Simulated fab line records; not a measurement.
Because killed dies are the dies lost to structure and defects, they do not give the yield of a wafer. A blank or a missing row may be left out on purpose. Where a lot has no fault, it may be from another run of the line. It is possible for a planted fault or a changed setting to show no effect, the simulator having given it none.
A lot that was struck, set against a sound lot :: flow gf180mcu :: 21 steps out of a route of 602
Sound: wafers L180.4, L180.5, L180.6. Struck: wafer L173.6 (left out: L173.2, L173.4 of the same lot, which were not struck); the cause appears at the end.
Each step with rows lists, per side, the tool, then ch with its chambers, then its first start. Under that, the readings that differ: sound wafers :: struck wafers :: difference of the means :: sigmas: that difference in standard deviations of wafers without a fault.
alike: readings whose means differ by less than 2 such deviations, and words and numbers that are the same on both sides. not compared: withheld readings, readings that some wafer has no value for, bounds like >300 that may hide the same value, and numbers for which the record gives no deviation and whose values overlap.
A row with sigmas, a row that says differs or no value, or rows on one side alone: a step with any of these is where the two part. Numbers that have no deviation but don't overlap get no sigmas and don't part them. A reading that every wafer of one side lacks parts them only if that side has two wafers or more.

first, 2 steps without rows for these wafers: GF_M3_CLEAN_19 (cleans in DIW); GF_V3_CVD_00 (deposits SiO2, target thk 600 nm, time 100 s).
GF_V3_THK_MEAS_01:
  struck on film_metro-01, day 26 15:04; sound on film_metro-02, day 28 15:46
  alike: V3_CVD_00_THK
GF_V3_CVD_02: deposits SiO2 from TEOS, target thk 850 nm, time 94.851 s.
  sound on pecvd-04 ch 0,1,2, day 28 15:49; struck on pecvd-03 ch 0, day 26 15:07
  alike: heater_power_outer_w, heater_power_w, susceptor_temp_C
GF_V3_THK_MEAS_03:
  struck on film_metro-04, day 26 15:11; sound on film_metro-04, day 28 15:53
  alike: V3_CVD_02_THK
GF_V3_CMP_04: polishes SiO2.
  sound on cmp-01 ch 0,2,3, day 28 16:04; struck on cmp-02 ch 2, day 26 15:14
  alike: motor_current_A, time_to_endpoint_s
GF_V3_BOW_MEAS_05:
  struck on film_metro-01, day 26 15:34; sound on film_metro-04, day 28 16:17
  alike: V3_BOW
then, 5 steps without rows for these wafers: GF_V3_DEHYDRATE_06 (time 60 s); GF_V3_HMDS_07 (prime time 60 s); GF_V3_COAT_08; GF_V3_COAT_09 (resist thk 1000 nm); GF_V3_SOFTBAKE_10 (time 60 s).
GF_V3_EXPOSE_11: exposes mask Via3, target cd 260 nm.
  sound on krf_scanner-02 ch 0, day 29 02:02; struck on krf_scanner-01 ch 0, day 27 02:09
  alike: mask
then, 2 steps without rows for these wafers: GF_V3_PEB_12 (peb time 90 s); GF_V3_DEVELOP_13 (develop time 60 s).
GF_V3_CD_MEAS_14: target cd 260 nm.
  struck on cd_sem-01, day 27 11:49; sound on cd_sem-01, day 29 11:19
reading: cd_nm (nm)
sound: 258.9 259.0 260.1
struck: 264.1
difference: +4.8
sigmas: +4
GF_V3_OVL_MEAS_15:
  struck on overlay-01, day 27 11:55; sound on overlay-02, day 29 11:23
  alike: V3_OVL
GF_V3_ETCH_16: etches BARC in N2/H2.
  sound on rie_diel-04 ch 0,2,3, day 29 11:25; struck on rie_diel-04 ch 3, day 27 11:56
reading: model.V3.cd_nm (nm)
sound: 259.6 259.9 259.7
struck: 264.5
difference: +4.8
sigmas: 
  alike: chamber_pressure_mTorr, drypump_motor_current_A, oes_product_au, throttle_valve_pct
GF_V3_ETCH_17: etches SiO2 in C4F8/O2/Ar, stops on TiN, target depth 635 nm.
  sound on rie_diel-04 ch 0,2,3; struck on rie_diel-04 ch 3
reading: model.V3.cd_nm (nm)
sound: 259.9 259.6 260.2
struck: 263.9
difference: +4.0
sigmas: 
  alike: chamber_pressure_mTorr, oes_product_au
GF_V3_STRIP_18: strips in O2/N2.
  sound on plasma_asher-02 ch 0,1, day 29 11:34; struck on plasma_asher-02 ch 0, day 27 12:04
  alike: chamber_pressure_mTorr, drypump_motor_current_A, heater_power_w, o2_flow_sccm, oes_product_au
  not compared: rf_hours_counter_h
then, 1 step without rows for these wafers: GF_PASSIVATION_PROBE_99.

== WHERE THEY PART ==
Within this record, at GF_V3_CD_MEAS_14 only. Later steps at which nothing parts them and some readings are alike: GF_V3_OVL_MEAS_15, GF_V3_ETCH_16, GF_V3_ETCH_17, GF_V3_STRIP_18.

WHY: what the simulator had put in
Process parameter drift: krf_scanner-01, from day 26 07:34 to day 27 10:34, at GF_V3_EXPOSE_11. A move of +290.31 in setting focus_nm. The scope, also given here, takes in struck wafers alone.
